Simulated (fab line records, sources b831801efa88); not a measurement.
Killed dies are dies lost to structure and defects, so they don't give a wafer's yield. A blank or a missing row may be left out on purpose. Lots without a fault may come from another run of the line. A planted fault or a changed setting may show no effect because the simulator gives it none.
Problem report in the 8D (eight disciplines) form, filled by code | flow gf180mcu | the parts of the form that need people (team, actions taken, sign-off) are left out

1. THE PROBLEM
cd_nm at GF_HV_LDD_CD_MEAS_07 reads a mean of 328.3 nm on 9 wafers of 3 lots; wafers without a fault read 400.3 nm with a standard deviation of 2.2. That is -33 standard deviations from the usual mean.
The step: target cd 400 nm.
First seen on wafer L880.1, day 13 14:27, on cd_sem-01. The record holds 39 wafers of 13 lots with a number at this step. Rule for "out", or "out of limits": more than 4 standard deviations from the usual mean. The other wafers with a number count as sound.

2. WHAT IT IS AND WHAT IT IS NOT
question                    | is                     | is not
which readings at this step | cd_nm                  | -
which lots                  | L880, L881, L882       | L868, L869, L870, L876, L879, L883, L884, L887, L890, L891
which wafers of those lots  | all that have a number | -
read on which gauges        | cd_sem-01, cd_sem-02   | -
when                        | from day 13 14:27      | up to then (15 sound wafers); but 15 sound wafers of L883, L884, L887, L890, L891 came after

3. SUSPECTS, AND WHAT RULES EACH OUT
Counting: a tool at a process step up to the reading stays a suspect if it ran every lot that is out and no sound lot after the first of them.
- the gauge at GF_HV_LDD_CD_MEAS_07: ruled out. The wafers that are out were read on 2 gauges (cd_sem-01, cd_sem-02).
- litho_track-02 at GF_HV_LDD_DEVELOP_06 (develop time 60 s): kept. It ran every lot that is out, first L880 (day 13 14:18), and no sound lot after that; its last sound lot up to then is L879 (day 13 10:49).
Left after counting: litho_track-02 at GF_HV_LDD_DEVELOP_06.

4. THE CAUSE (what the simulator had put in)
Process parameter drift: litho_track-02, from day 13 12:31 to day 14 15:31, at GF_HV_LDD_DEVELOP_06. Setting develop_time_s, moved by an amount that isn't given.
Counting left only this tool.

5. THE CHAIN OF EFFECTS, in route order
Each row: a reading whose mean over the struck wafers that have a number lies more than 3 standard deviations from the usual. Only readings for which the record gives a usual standard deviation are gone through. hours: the time from each lot's start at the first step in this table that gives one to its start at this step, as a median over the lots. sigmas: the change in usual standard deviations.
hours | step                 | reading | usual    | on struck wafers | change | sigmas
0     | GF_HV_LDD_CD_MEAS_07 | cd_nm   | 400.3 nm | 328.3            | -72.0  | -33
Later measuring or inspecting steps at which every struck wafer that the step has a row for has a number for every such reading, and none has moved that far: GF_HV_LDD_OVL_MEAS_20.

6. WHAT WOULD HAVE CAUGHT IT SOONER
In this record the first reading out of limits at a measuring or inspecting step was taken at day 13 14:27, 2 hours after the fault began at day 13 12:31.
Of the tool readings at GF_HV_LDD_DEVELOP_06 for which the record gives a usual standard deviation, none was out on any struck wafer, so an alarm limit of 4 standard deviations on them would not have fired.
Of the lots that are out (3), L881, L882 began GF_HV_LDD_DEVELOP_06 on litho_track-02 after day 13 14:27. A hold on the tool at that time would have spared those 2.
